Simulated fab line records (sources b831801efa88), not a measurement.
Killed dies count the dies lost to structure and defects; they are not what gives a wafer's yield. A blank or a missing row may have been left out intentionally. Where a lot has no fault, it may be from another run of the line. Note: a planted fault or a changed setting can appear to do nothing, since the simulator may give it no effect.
Comparing a struck lot with a sound one :: flow sky130 :: 17 steps out of a route of 708
Sound: these wafers, L125.1, L125.2, L125.4. Wafers struck: L134.2, L134.5, L134.6. The cause is given at the end.
Each step with rows lists, per side, the tool, then ch with its chambers, then its first start. Under that, the readings that differ: sound wafers :: struck wafers :: difference of the means :: sigmas: that difference in standard deviations of wafers without a fault.
alike: readings whose means differ by less than 2 such deviations, and words and numbers that are the same on both sides. not compared: withheld readings, readings that some wafer has no value for, bounds like >300 that may hide the same value, and numbers for which the record gives no deviation and whose values overlap.
The two part at a step that has a row with sigmas, a row that says differs or no value, or rows on one side only. Numbers that have no deviation but don't overlap get no sigmas and don't part them. A reading missing from all wafers of one side parts the sides only when that side holds two or more wafers.

SKY_VT_ADJUST_HVTR_OVL_MEAS_08:
  sound on overlay-02, day 10 14:40; struck on overlay-02, day 13 00:47
  alike: VT_ADJUST_HVTR_OVL
then, 1 step without rows for these wafers: SKY_VT_ADJUST_HVTR_IMPLANT_09.
SKY_VT_ADJUST_HVTR_STRIP_10: strips in O2/N2.
  sound on plasma-asher-01 ch 0,1, day 10 14:50; struck on plasma-asher-02 ch 0,1, day 13 00:58
  alike: drypump-motor-current-A, oes-product-au, strip-time-to-endpoint-s
  not compared: rf-hours-counter-h
SKY_VT_ADJUST_HVTR_TW_MEAS_11:
  sound on film-metro-03, day 10 14:56; struck on film-metro-01, day 13 01:05
  alike: VT_ADJUST_HVTR_TW
then, 7 steps without rows for these wafers: SKY_VT_ADJUST_PCH_DEHYDRATE_00 (time 60 s); SKY_VT_ADJUST_PCH_HMDS_01 (prime time 60 s); SKY_VT_ADJUST_PCH_COAT_02 (resist thk 3000 nm); SKY_VT_ADJUST_PCH_SOFTBAKE_03; SKY_VT_ADJUST_PCH_EXPOSE_04 (exposes mask NWM, target cd 840 nm); SKY_VT_ADJUST_PCH_PEB_05; SKY_VT_ADJUST_PCH_DEVELOP_06 (develop time 60 s).
SKY_VT_ADJUST_PCH_OVL_MEAS_07:
  sound on overlay-02, day 11 13:52; struck on overlay-01, day 14 02:54
  alike: VT_ADJUST_PCH_OVL
SKY_VT_ADJUST_PCH_IMPLANT_08:
  sound on implanter-03 ch 0, day 11 13:54; struck on implanter-02 ch 0, day 14 02:57
reading: dose-ions-cm2
sound: 5.006e+11 5.008e+11 5.005e+11
struck: 9.166e+11 9.167e+11 9.17e+11
difference: +4.161e+11
sigmas: +99 or more

reading: faraday-current-uA
sound: 2.91 2.83 2.88
struck: 5.15 5.26 5.05
difference: +2.28
sigmas: +41
  alike: end-station-pressure-torr
SKY_VT_ADJUST_PCH_STRIP_09: strips in O2/N2.
  sound on plasma-asher-02 ch 0,1, day 11 14:03; struck on plasma-asher-02 ch 0,1, day 14 03:05
  alike: drypump-motor-current-A, oes-product-au, strip-time-to-endpoint-s
  not compared: rf-hours-counter-h
SKY_VT_ADJUST_PCH_TW_MEAS_10:
  sound on film-metro-02, day 11 14:09; struck on film-metro-02, day 14 03:11
reading: VT_ADJUST_PCH_TW
sound: 146.0 146.9 146.3
struck: 171.0 170.7 171.6
difference: +24.7
sigmas: +14
then, 1 step without rows for these wafers: SKY_SONOS_TUNNEL_DEHYDRATE_00 (time 60 s).
-- record jumps: 35 days separate the struck wafers' starts on either side; left off in module SONOS_TUNNEL, taken up again in module PAD_OPEN, whose first shown step is the route's number 708 --
SKY_PAD_OPEN_PROBE_99:
  sound on prober-02, day 47 08:52; struck on prober-01, day 49 10:19
reading: killed-short
sound: 30 38 34
struck: 49 48 44
difference: +13
sigmas: +2

reading: model.etest.nfet_16v.r-on-ohm-um
sound: 1.396e+04 1.383e+04 1.398e+04
struck: 1.522e+04 1.511e+04 1.49e+04
difference: +1.153e+03
sigmas: 

reading: model.etest.tip-p.rs-ohm-sq
sound: 6986 6959 6940
struck: 6741 6764 6763
difference: -206
sigmas: 

reading: model.etest.tip_p_5v.rs-ohm-sq
sound: 2854 2876 2862
struck: 2792 2802 2808
difference: -63
sigmas: 

reading: model.etest.pfet-g5v0d10v5.drive-ua-um
sound: 344.3 347.3 347.2
struck: 351.8 353.3 351.9
difference: +6.1
sigmas: 

reading: model.etest.pfet_01v8_lvt.drive-ua-um
sound: 175.5 178 179.8
struck: 183.8 185.2 186.3
difference: +7.3
sigmas: 
  alike: killed_at_M0_to_M3, killed_at_M4_up, killed-at-contacts, killed-at-front-end, killed-at-other, killed-dies, killed-open
  not compared: model.etest.pfet-g5v0d10v5.r-on-ohm-um, model.etest.pfet_16v.drive-ua-um, model.etest.pfet_01v8.drive-ua-um

## WHERE THEY PART
First at SKY_VT_ADJUST_PCH_IMPLANT_08; last, within this record, at SKY_PAD_OPEN_PROBE_99.

WHY: the cause the simulator had injected
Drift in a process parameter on implanter-02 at SKY_VT_ADJUST_PCH_IMPLANT_08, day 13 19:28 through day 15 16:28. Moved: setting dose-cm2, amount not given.
